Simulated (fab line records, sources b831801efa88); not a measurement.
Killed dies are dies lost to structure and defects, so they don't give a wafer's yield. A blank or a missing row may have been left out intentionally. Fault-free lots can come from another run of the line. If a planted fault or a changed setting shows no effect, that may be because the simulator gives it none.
Comparing a struck lot with a sound one + flow sky130 + 16 steps out of a route of 708
Sound: wafers L750.4, L750.5, L750.6. Wafers struck: L756.2, L756.4, L756.5. At the end, the cause is stated.
Order at every step that has rows: each side's tool, ch and its chambers, its first start. Under that, the readings that differ: sound wafers + struck wafers + difference of the means + sigmas: that difference in standard deviations of wafers without a fault.
alike: same words and numbers on both sides, and readings whose means sit less than 2 such deviations apart. not compared: any withheld reading, any reading some wafer has no value for, any bound like >300 that may hide the same value, and any number with overlapping values for which the record gives no deviation.
The two part at a step that has a row with sigmas, a row that says differs or no value, or rows on one side only. Numbers that have no deviation but don't overlap get no sigmas and don't part them. A reading missing from all wafers of one side parts the sides only when that side holds two or more wafers.

first, 2 steps without rows for these wafers: SKY_METAL4_PEB_11; SKY_METAL4_DEVELOP_12 (develop time 60 s).
SKY_METAL4_CD_MEAS_13 targets a cd of 300 nm.
  sound on cd-sem-01 at day 42 13:04; struck on cd-sem-02 at day 44 08:41
  alike: cd-nm
SKY_METAL4_OVL_MEAS_14:
  sound on overlay-01 at day 42 13:08; struck on overlay-01 at day 44 08:47
  alike: METAL4_OVL
SKY_METAL4_DESCUM_15: chemistry O2, time 8 s.
  sound on rie-metal-03 ch 0,1, day 42 13:10; struck on rie-metal-01 ch 0,1, day 44 08:49
  alike: chamber-pressure-mTorr, drypump-motor-current-A, oes-product-au
  not compared: rf-hours-counter-h
SKY_METAL4_ETCH_16: etches BARC in N2/H2, stops on SiO2, time 88.2 s, target depth 60 nm.
  sound on rie-metal-03 ch 0,1, day 42 13:13; struck on rie-metal-01 ch 0,1, day 44 08:51
  alike: chamber-pressure-mTorr, drypump-motor-current-A, oes-product-au, throttle-valve-pct
  not compared: rf-hours-counter-h
SKY_METAL4_ETCH_17: etches SiO2 in C4F8/O2/Ar, stops on TiN, time 3.9 s, target depth 15 nm.
  sound on rie-diel-03 ch 1,2, day 42 13:17; struck on rie-diel-03 ch 1,2,3, day 44 08:57
  alike: chamber-pressure-mTorr, oes-product-au
  not compared: rf-hours-counter-h
then, 1 step without rows for these wafers: SKY_METAL4_METAL_ETCH_18 (etches the open film in Cl2/BCl3, stops on SiO2, target depth 845 nm, time 183.1 s).
SKY_METAL4_STRIP_19: strips in O2/N2.
  sound on plasma-asher-02 ch 0,1, day 42 13:31; struck on plasma-asher-02 ch 0,1, day 44 09:09
  alike: chamber-pressure-mTorr, drypump-motor-current-A, oes-product-au, strip-time-to-endpoint-s
  not compared: rf-hours-counter-h
then, 3 steps without rows for these wafers: SKY_METAL4_STRIP_20 (strips in post etch residue remover, time 1200 s); SKY_METAL4_CLEAN_21 (cleans in IPA, time 180 s); SKY_METAL4_CLEAN_22 (cleans in O3/DIW).
SKY_VIA4_HDPCVD_00: deposits SiO2, target thk 1750 nm, time 291.7 s.
  sound on hdpcvd-01 ch 0,1,2, day 42 14:10; struck on hdpcvd-01 ch 0,1, day 44 09:44
| reading                                  | sound          | struck         | difference | sigmas |
|------------------------------------------|----------------|----------------|------------|--------|
| model.SiO2_of_VIA4_HDPCVD_00.thk-nm (nm) | 1759 1760 1766 | 1377 1391 1387 | -377       |        |
SKY_VIA4_THK_MEAS_01:
  sound on film-metro-01 at day 42 14:17; struck on film-metro-01 at day 44 09:56
| reading              | sound          | struck         | difference | sigmas |
|----------------------|----------------|----------------|------------|--------|
| VIA4_HDPCVD_THK (nm) | 1760 1759 1767 | 1377 1391 1388 | -377       | -20    |
SKY_VIA4_CMP_02: polishes SiO2.
  sound on cmp-01 ch 0,3, day 42 14:19; struck on cmp-01 ch 0,1,2, day 44 09:59
  alike: motor-current-A, slurry-filter-dp-kPa
-- the record jumps here: 4 days lie between the struck wafers' starts before and after (it left off in module VIA4 and takes up again in module PAD_OPEN, whose first step shown is number 708 of the route) --
SKY_PAD_OPEN_PROBE_99:
  sound on prober-02 at day 46 09:34; struck on prober-01 at day 48 02:40
| reading             | sound    | struck  | difference | sigmas |
|---------------------|----------|---------|------------|--------|
| killed-at-front-end | 16 27 19 | 12 7 12 | -10        | -2     |
  alike: defect-limited-yield, killed_at_M0_to_M3, killed_at_M4_up, killed-at-contacts, killed-at-other, killed-dies, killed-open, killed-short, sort_bin_3_pad_short, sort_bin_5_function, sort_bin_6_memory, sort-n-pass, sort-yield-pct
  not compared: model.etest.met5-comb.leak-log10-a-um

== WHERE THEY PART ==
Earliest at SKY_VIA4_THK_MEAS_01; latest, in this record, at SKY_PAD_OPEN_PROBE_99.

WHY: what had been put in by the simulator
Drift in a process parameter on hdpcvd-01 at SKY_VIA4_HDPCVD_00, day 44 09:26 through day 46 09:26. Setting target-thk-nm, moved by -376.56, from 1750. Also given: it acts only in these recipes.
